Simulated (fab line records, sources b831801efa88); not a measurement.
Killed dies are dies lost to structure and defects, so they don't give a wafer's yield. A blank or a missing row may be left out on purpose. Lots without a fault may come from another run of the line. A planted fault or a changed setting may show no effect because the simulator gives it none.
Which tool did it? | flow sky130 | 24 lots, 72 wafers sampled, at 4 steps of a route of 708

WHAT THE GAUGES READ, wafer by wafer
SKY_FIELD_ISO_THK_MEAS_25. Usual: FIELD_ISO_CVD_24_THK 597 nm, standard deviation 6.4.
lot  | measured    | on            | FIELD_ISO_CVD_24_THK (nm) | flag
L074 | day 2 10:30 | film_metro-01 | 606 606 604               |
L075 | day 2 16:32 | film_metro-03 | 596 604 596               |
L076 | day 2 19:18 | film_metro-04 | 593 598 602               |
L077 | day 3 01:55 | film_metro-03 | 585 605 602               |
L078 | day 3 05:28 | film_metro-04 | 602 609 591               |
L079 | day 3 10:40 | film_metro-03 | 597 594 605               |
L080 | day 3 14:57 | film_metro-03 | 591 604 592               |
L081 | day 3 20:05 | film_metro-04 | 594 611 599               |
L082 | day 4 02:37 | film_metro-03 | 611 604 597               |
L083 | day 4 05:35 | film_metro-03 | 604 593 601               |
L084 | day 4 11:41 | film_metro-01 | 600 602 595               |
L085 | day 4 17:30 | film_metro-01 | 590 599 592               |
L086 | day 5 00:35 | film_metro-01 | 603 596 587               |
L087 | day 5 03:16 | film_metro-01 | 587 598 598               |
L088 | day 5 09:07 | film_metro-03 | 598 606 611               |
L089 | day 5 14:37 | film_metro-03 | 605 598 602               |
L090 | day 5 23:08 | film_metro-01 | 598 586 603               |
L091 | day 6 01:59 | film_metro-03 | 582 604 595               |
L092 | day 6 05:58 | film_metro-03 | 599 593 611               |
L093 | day 6 09:10 | film_metro-04 | 588 600 599               |
L094 | day 6 15:54 | film_metro-03 | 586 582 589               |
L095 | day 6 21:19 | film_metro-03 | 598 591 597               |
L096 | day 7 01:05 | film_metro-04 | 590 600 595               |
L097 | day 7 06:46 | film_metro-03 | 589 607 601               |

SKY_SPACER_THK_MEAS_01. Usual: SPACER_CVD_00_THK 42.9 nm, standard deviation 0.3.
lot  | measured     | on            | SPACER_CVD_00_THK (nm) | flag
L074 | day 23 20:08 | film_metro-02 | 42.9 42.7 42.9         |
L075 | day 24 21:13 | film_metro-02 | 42.7 42.8 43.1         |
L076 | day 24 16:38 | film_metro-03 | 42.5 43.2 43.1         |
L077 | day 24 20:02 | film_metro-02 | 42.8 42.3 42.5         |
L078 | day 25 16:19 | film_metro-02 | 43.2 42.9 43.1         |
L079 | day 25 19:57 | film_metro-02 | 43.1 43.1 43.2         |
L080 | day 26 02:40 | film_metro-02 | 42.6 42.9 43.2         |
L081 | day 26 01:02 | film_metro-03 | 43.0 42.9 42.9         |
L082 | day 26 23:26 | film_metro-02 | 43.3 43.5 43.1         |
L083 | day 27 02:35 | film_metro-02 | 42.9 43.1 43.2         |
L084 | day 27 05:53 | film_metro-01 | 42.6 42.7 42.8         |
L085 | day 27 19:02 | film_metro-01 | 42.6 42.6 42.8         |
L086 | day 28 10:07 | film_metro-03 | 42.5 42.5 42.4         |
L087 | day 28 07:27 | film_metro-01 | 42.9 42.9 42.8         |
L088 | day 28 12:23 | film_metro-02 | 42.7 42.8 43.0         |
L089 | day 29 05:08 | film_metro-01 | 42.9 42.8 42.7         |
L090 | day 29 11:35 | film_metro-03 | 43.2 43.3 43.2         |
L091 | day 29 11:34 | film_metro-02 | 43.0 43.0 43.4         |
L092 | day 29 15:37 | film_metro-03 | 44.0 43.4 43.6         |
L093 | day 29 19:28 | film_metro-03 | 43.2 43.1 43.0         |
L094 | day 30 16:06 | film_metro-03 | 43.0 43.4 43.3         |
L095 | day 30 20:17 | film_metro-02 | 42.7 42.7 43.1         |
L096 | day 30 21:29 | film_metro-02 | 42.8 42.9 43.2         |
L097 | day 31 14:35 | film_metro-02 | 42.6 42.9 43.0         |

WHICH TOOL RAN EACH LOT (tool, then ch and the chambers of the sampled wafers, then the start)
lot  | SKY_VT_ADJUST_HVTR_STRIP_10          | SKY_RES_PROTECT_STRIP_07
L074 | plasma_asher-01 ch 0,1, day 9 21:56  | plasma_asher-02 ch 0,1, day 15 21:31
L075 | plasma_asher-04 ch 0, day 10 08:16   | plasma_asher-01 ch 1, day 16 18:10
L076 | plasma_asher-02 ch 0,1, day 10 13:17 | plasma_asher-02 ch 0,1, day 16 17:52
L077 | plasma_asher-02 ch 0,1, day 10 20:13 | plasma_asher-02 ch 0,1, day 16 20:42
L078 | plasma_asher-04 ch 0,1, day 11 06:17 | plasma_asher-04 ch 0,1, day 17 15:07
L079 | plasma_asher-02 ch 0,1, day 11 09:31 | plasma_asher-04 ch 0,1, day 17 20:34
L080 | plasma_asher-01 ch 1, day 11 16:22   | plasma_asher-01 ch 0,1, day 17 23:01
L081 | plasma_asher-01 ch 0,1, day 11 22:50 | plasma_asher-04 ch 0,1, day 18 02:37
L082 | plasma_asher-02 ch 0,1, day 12 17:22 | plasma_asher-04 ch 0,1, day 18 22:20
L083 | plasma_asher-02 ch 0,1, day 12 19:46 | plasma_asher-04 ch 0,1, day 19 04:35
L084 | plasma_asher-04 ch 0,1, day 12 20:56 | plasma_asher-01 ch 0, day 19 08:50
L085 | plasma_asher-04 ch 0,1, day 13 00:25 | plasma_asher-01 ch 0,1, day 19 18:38
L086 | plasma_asher-02 ch 0,1, day 13 23:11 | plasma_asher-04 ch 1, day 20 12:55
L087 | plasma_asher-04 ch 0,1, day 13 23:37 | plasma_asher-04 ch 0,1, day 20 12:03
L088 | plasma_asher-04 ch 0,1, day 14 01:43 | plasma_asher-01 ch 0,1, day 20 14:13
L089 | plasma_asher-01 ch 0,1, day 14 20:37 | plasma_asher-01 ch 0,1, day 21 10:59
L090 | plasma_asher-02 ch 0,1, day 14 23:54 | plasma_asher-02 ch 0,1, day 21 15:31
L091 | plasma_asher-02 ch 0,1, day 15 02:58 | plasma_asher-04 ch 0,1, day 21 18:19
L092 | plasma_asher-02 ch 0,1, day 15 05:23 | plasma_asher-02 ch 0,1, day 21 22:31
L093 | plasma_asher-01 ch 0,1, day 15 05:52 | plasma_asher-02 ch 0,1, day 22 02:59
L094 | plasma_asher-04 ch 0,1, day 16 05:35 | plasma_asher-02 ch 0,1, day 23 01:28
L095 | plasma_asher-01 ch 0, day 16 07:40   | plasma_asher-02 ch 0,1, day 23 04:31
L096 | plasma_asher-01 ch 0,1, day 16 09:08 | plasma_asher-01 ch 0,1, day 23 06:08
L097 | plasma_asher-02 ch 0,1, day 17 02:05 | plasma_asher-01 ch 0,1, day 23 23:56
- SKY_VT_ADJUST_HVTR_STRIP_10: strips in O2/N2.
- SKY_RES_PROTECT_STRIP_07: strips in O2/N2.

WHAT THE TOOLS THEMSELVES READ (means of the sampled wafers that have a number; where no wafer has one, the mark that the record gives instead)
SKY_VT_ADJUST_HVTR_STRIP_10. Usual: drypump_motor_current_A 5.7 A, standard deviation 0.53; oes_product_au 0.715 a.u., standard deviation 0.0047; strip_time_to_endpoint_s 14.18 s, standard deviation 0.043.
lot  | tool            | drypump_motor_current_A (A) | oes_product_au (a.u.) | strip_time_to_endpoint_s (s) | flag
L074 | plasma_asher-01 | 6.0                         | 0.715                 | 14.14                        |
L075 | plasma_asher-04 | 6.4                         | 0.715                 | 14.20                        |
L076 | plasma_asher-02 | 5.2                         | 0.719                 | 14.24                        |
L077 | plasma_asher-02 | 5.2                         | 0.715                 | 14.17                        |
L078 | plasma_asher-04 | 6.3                         | 0.713                 | 14.17                        |
L079 | plasma_asher-02 | 5.2                         | 0.720                 | 14.16                        |
L080 | plasma_asher-01 | 6.4                         | 0.719                 | 14.13                        |
L081 | plasma_asher-01 | 6.0                         | 0.715                 | 14.17                        |
L082 | plasma_asher-02 | 5.2                         | 0.714                 | 14.08                        |
L083 | plasma_asher-02 | 5.2                         | 0.713                 | 14.15                        |
L084 | plasma_asher-04 | 6.3                         | 0.716                 | 14.19                        |
L085 | plasma_asher-04 | 6.3                         | 0.713                 | 14.21                        |
L086 | plasma_asher-02 | 5.2                         | 0.716                 | 14.17                        |
L087 | plasma_asher-04 | 6.2                         | 0.714                 | 14.23                        |
L088 | plasma_asher-04 | 6.2                         | 0.713                 | 14.25                        |
L089 | plasma_asher-01 | 6.0                         | 0.713                 | 14.18                        |
L090 | plasma_asher-02 | 5.2                         | 0.717                 | 14.18                        |
L091 | plasma_asher-02 | 5.2                         | 0.720                 | 14.21                        |
L092 | plasma_asher-02 | 5.2                         | 0.711                 | 14.15                        |
L093 | plasma_asher-01 | 5.7                         | 0.715                 | 14.14                        |
L094 | plasma_asher-04 | 6.3                         | 0.716                 | 14.18                        |
L095 | plasma_asher-01 | 5.3                         | 0.717                 | 14.27                        |
L096 | plasma_asher-01 | 6.0                         | 0.716                 | 14.17                        |
L097 | plasma_asher-02 | 5.2                         | 0.714                 | 14.17                        |

SKY_RES_PROTECT_STRIP_07. Usual: drypump_motor_current_A 5.7 A, standard deviation 0.53; oes_product_au 0.518 a.u., standard deviation 0.0044; strip_time_to_endpoint_s 23.30 s, standard deviation 0.047.
lot  | tool            | drypump_motor_current_A (A) | oes_product_au (a.u.) | strip_time_to_endpoint_s (s) | flag
L074 | plasma_asher-02 | 5.2                         | 0.519                 | 23.29                        |
L075 | plasma_asher-01 | 6.4                         | 0.521                 | 23.31                        |
L076 | plasma_asher-02 | 5.2                         | 0.521                 | 23.34                        |
L077 | plasma_asher-02 | 5.2                         | 0.519                 | 23.33                        |
L078 | plasma_asher-04 | 6.3                         | 0.517                 | 23.25                        |
L079 | plasma_asher-04 | 6.3                         | 0.518                 | 23.32                        |
L080 | plasma_asher-01 | 5.6                         | 0.518                 | 23.29                        |
L081 | plasma_asher-04 | 6.2                         | 0.517                 | 23.27                        |
L082 | plasma_asher-04 | 6.3                         | 0.518                 | 23.28                        |
L083 | plasma_asher-04 | 6.3                         | 0.519                 | 23.26                        |
L084 | plasma_asher-01 | 5.3                         | 0.517                 | 23.27                        |
L085 | plasma_asher-01 | 5.6                         | 0.519                 | 23.28                        |
L086 | plasma_asher-04 | 6.0                         | 0.518                 | 23.30                        |
L087 | plasma_asher-04 | 6.1                         | 0.512                 | 23.26                        |
L088 | plasma_asher-01 | 6.0                         | 0.515                 | 23.28                        |
L089 | plasma_asher-01 | 5.7                         | 0.517                 | 23.30                        |
L090 | plasma_asher-02 | 5.2                         | 0.514                 | 23.22                        |
L091 | plasma_asher-04 | 6.2                         | 0.521                 | 23.34                        |
L092 | plasma_asher-02 | 5.2                         | 0.517                 | 23.30                        |
L093 | plasma_asher-02 | 5.2                         | 0.521                 | 23.35                        |
L094 | plasma_asher-02 | 5.2                         | 0.519                 | 23.40                        |
L095 | plasma_asher-02 | 5.2                         | 0.516                 | 23.37                        |
L096 | plasma_asher-01 | 5.7                         | 0.521                 | 23.35                        |
L097 | plasma_asher-01 | 5.6                         | 0.516                 | 23.29                        |

THE ANSWER, worked out from the rows above alone
Rule: a lot is off if the mean of its wafers that have a number lies more than 3 standard deviations from the usual mean. A lot without any number at a reading at which 4 lots or more have one is off too. The other lots that the step has rows for count as sound. The gauges are gone through in route order, then the tools' own readings, and for those a lot's mean is taken as printed above. The first step at which some lot is off is used, and at that step the reading that is off furthest; a lot without a number counts as furthest.
No lot is off at any reading shown: from this, nothing can be told.

WHAT THE SIMULATOR HAD PUT IN
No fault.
